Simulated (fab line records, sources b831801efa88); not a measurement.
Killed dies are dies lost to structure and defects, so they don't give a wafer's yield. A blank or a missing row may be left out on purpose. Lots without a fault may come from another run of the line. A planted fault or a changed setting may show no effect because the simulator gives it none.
Tool commonality check | flow gf180mcu | 15 lots, 45 wafers sampled

WHY IT WAS OPENED
At GF_VT_IMPLANT_RS_MEAS_46 the reading MVSD_RS is flagged on 3 of 15 lots. Wafers without a fault read 457.2 ohm/sq, standard deviation 1.2.
Rule: a lot is flagged when every wafer of it that has a number lies more than 4 standard deviations from that mean, or none has a number. The other lots count as sound.

lot  | measured     | on            | MVSD_RS (ohm/sq), wafer by wafer | flag
L821 | day 7 12:29  | film_metro-03 | 457.2 456.2 456.9                |
L824 | day 8 10:35  | film_metro-03 | 455.9 456.0 456.1                |
L825 | day 8 16:07  | film_metro-04 | 456.8 456.7 456.7                |
L826 | day 9 01:10  | film_metro-04 | 460.2 459.5 459.4                |
L828 | day 9 13:08  | film_metro-03 | 457.1 457.9 456.9                |
L829 | day 9 20:01  | film_metro-02 | 456.2 455.0 455.0                |
L831 | day 10 08:33 | film_metro-04 | 457.2 457.9 457.6                |
L832 | day 10 17:46 | film_metro-04 | 457.1 457.0 457.3                |
L833 | day 10 22:06 | film_metro-02 | 132.8 132.8 132.8                | FLAGGED
L834 | day 11 06:04 | film_metro-03 | 133.1 133.0 133.1                | FLAGGED
L835 | day 11 14:19 | film_metro-03 | 133.4 133.3 133.1                | FLAGGED
L836 | day 11 21:28 | film_metro-04 | 458.0 457.9 458.7                |
L840 | day 12 21:51 | film_metro-02 | 456.3 456.6 457.1                |
L842 | day 13 12:08 | film_metro-02 | 455.9 455.8 455.5                |
L844 | day 14 00:48 | film_metro-03 | 457.4 458.0 459.5                |
The numbers of the flagged lots are 133.0 ohm/sq on average: -324.2 ohm/sq against the usual, or -99 or more standard deviations.

WHICH TOOL RAN EACH LOT
The record holds 2 process steps before the reading, out of a route of 602 steps. In each cell: the tool, then ch and the chambers that the sampled wafers went through, then the start.
lot  | flag    | GF_STI_ETCH_13                    | GF_VT_IMPLANT_RTA_45
L821 |         | rie_diel-01 ch 2,3, day 2 01:41   | rtp_anneal-01 ch 0, day 7 12:23
L824 |         | rie_diel-03 ch 0,1, day 2 16:00   | rtp_anneal-01 ch 0, day 8 10:28
L825 |         | rie_diel-01 ch 0,3, day 2 22:37   | rtp_anneal-02 ch 0, day 8 15:43
L826 |         | rie_diel-03 ch 0,1,3, day 3 04:15 | rtp_anneal-01 ch 0, day 9 00:58
L828 |         | rie_diel-03 ch 0,1,3, day 3 13:14 | rtp_anneal-02 ch 0, day 9 13:02
L829 |         | rie_diel-01 ch 0,3, day 3 19:17   | rtp_anneal-01 ch 0, day 9 19:55
L831 |         | rie_diel-04 ch 0,2,3, day 4 04:54 | rtp_anneal-01 ch 0, day 10 08:27
L832 |         | rie_diel-04 ch 0,2,3, day 4 11:06 | rtp_anneal-02 ch 0, day 10 17:40
L833 | FLAGGED | rie_diel-03 ch 1,2, day 4 14:56   | rtp_anneal-01, day 10 22:00
L834 | FLAGGED | rie_diel-01 ch 0,3, day 4 19:44   | rtp_anneal-02, day 11 05:58
L835 | FLAGGED | rie_diel-01 ch 1,2, day 5 01:38   | rtp_anneal-02, day 11 14:13
L836 |         | rie_diel-04 ch 0,2,3, day 5 07:11 | rtp_anneal-02 ch 0, day 11 21:22
L840 |         | rie_diel-03 ch 0,1,3, day 6 03:35 | rtp_anneal-01 ch 0, day 12 21:45
L842 |         | rie_diel-04 ch 0,2, day 6 15:35   | rtp_anneal-01 ch 0, day 13 12:02
L844 |         | rie_diel-01 ch 2,3, day 7 00:32   | rtp_anneal-02 ch 0, day 14 00:42
What these steps do:
- GF_STI_ETCH_13: etches the open film in CHF3/O2, stops on Si, target depth 282.31 nm, time 112.9 s.
- GF_VT_IMPLANT_RTA_45: time 30 s.
- GF_VT_IMPLANT_RS_MEAS_46: measures by four-point-probe.

FLAGGED OVER TOTAL, TOOL BY TOOL (the gauges that took the reading come last)
step                     | tool          | lots run | flagged | share of the flagged lots | sound lots run after its first flagged lot
GF_STI_ETCH_13           | rie_diel-01   | 6        | 2       | some                      | 1 (L844)
GF_STI_ETCH_13           | rie_diel-03   | 5        | 1       | some                      | 1 (L840)
GF_STI_ETCH_13           | rie_diel-04   | 4        | 0       | none                      | -
GF_VT_IMPLANT_RTA_45     | rtp_anneal-01 | 8        | 1       | some                      | 2 (L840,L842)
GF_VT_IMPLANT_RTA_45     | rtp_anneal-02 | 7        | 2       | some                      | 2 (L836,L844)
GF_VT_IMPLANT_RS_MEAS_46 | film_metro-02 | 4        | 1       | some                      | 2 (L840,L842)
GF_VT_IMPLANT_RS_MEAS_46 | film_metro-03 | 6        | 2       | some                      | 1 (L844)
GF_VT_IMPLANT_RS_MEAS_46 | film_metro-04 | 5        | 0       | none                      | -

WHAT THE TABLE ALLOWS
No row of the table ran every flagged lot.

WHAT THE SIMULATOR HAD PUT IN
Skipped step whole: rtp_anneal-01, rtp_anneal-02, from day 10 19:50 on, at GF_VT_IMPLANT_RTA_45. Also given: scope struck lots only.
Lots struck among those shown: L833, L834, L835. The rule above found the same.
